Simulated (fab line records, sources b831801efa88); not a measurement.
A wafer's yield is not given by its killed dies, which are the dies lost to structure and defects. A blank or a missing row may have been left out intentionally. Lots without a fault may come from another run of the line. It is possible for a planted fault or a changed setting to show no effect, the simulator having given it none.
Which tool was responsible?	flow sky130	route of 708 steps, sampled at 1 step: 12 lots, 36 wafers

## WHAT THE GAUGES READ, wafer by wafer
SKY_FIELD_ISO_CD_MEAS_13 targets a cd of 150 nm.
lot	measured	on	cdNm (nm)
L075	day 2 08:59	cdSem-01	148.7 147.1 148.7
L077	day 2 20:14	cdSem-02	151.6 151.3 151.8
L079	day 3 07:22	cdSem-01	148.0 147.6 146.4
L081	day 3 19:52	cdSem-02	148.7 152.0 152.1
L083	day 4 02:44	cdSem-01	151.5 154.0 152.3
L085	day 4 12:28	cdSem-02	152.0 151.6 152.8
L086	day 5 00:17	cdSem-01	150.5 151.3 150.6
L089	day 5 11:41	cdSem-01	150.1 151.1 150.3
L091	day 5 23:53	cdSem-02	149.4 149.2 149.4
L093	day 6 08:14	cdSem-02	147.9 148.4 147.8
L095	day 6 20:02	cdSem-02	148.7 151.4 148.2
L097	day 7 04:21	cdSem-02	152.5 151.8 151.4

## EACH LOT AND THE TOOL THAT RAN IT (in order: tool; ch and the chambers of the sampled wafers; start)
The record shows no process step preceding these readings.

## THE ANSWER, worked out from the rows above alone
Rule: the usual values come from the lots themselves. Put in order of their means at a reading, lots are off if they are a third of the lots or fewer, leave a main group of 4 or more, and stand apart from it by a gap of 3 or more times the standard deviation of the main group's means; of several such gaps the widest counts. Not used: any main group whose means are identical at the precision the tables above print for the reading. Also off: a lot with no number at a reading for which 4 or more lots have one. Where the step has rows for the other lots, those lots are counted as sound.
Across all readings shown, no lot is off: no conclusion can be drawn from this.

## WHAT WAS PUT IN BY THE SIMULATOR
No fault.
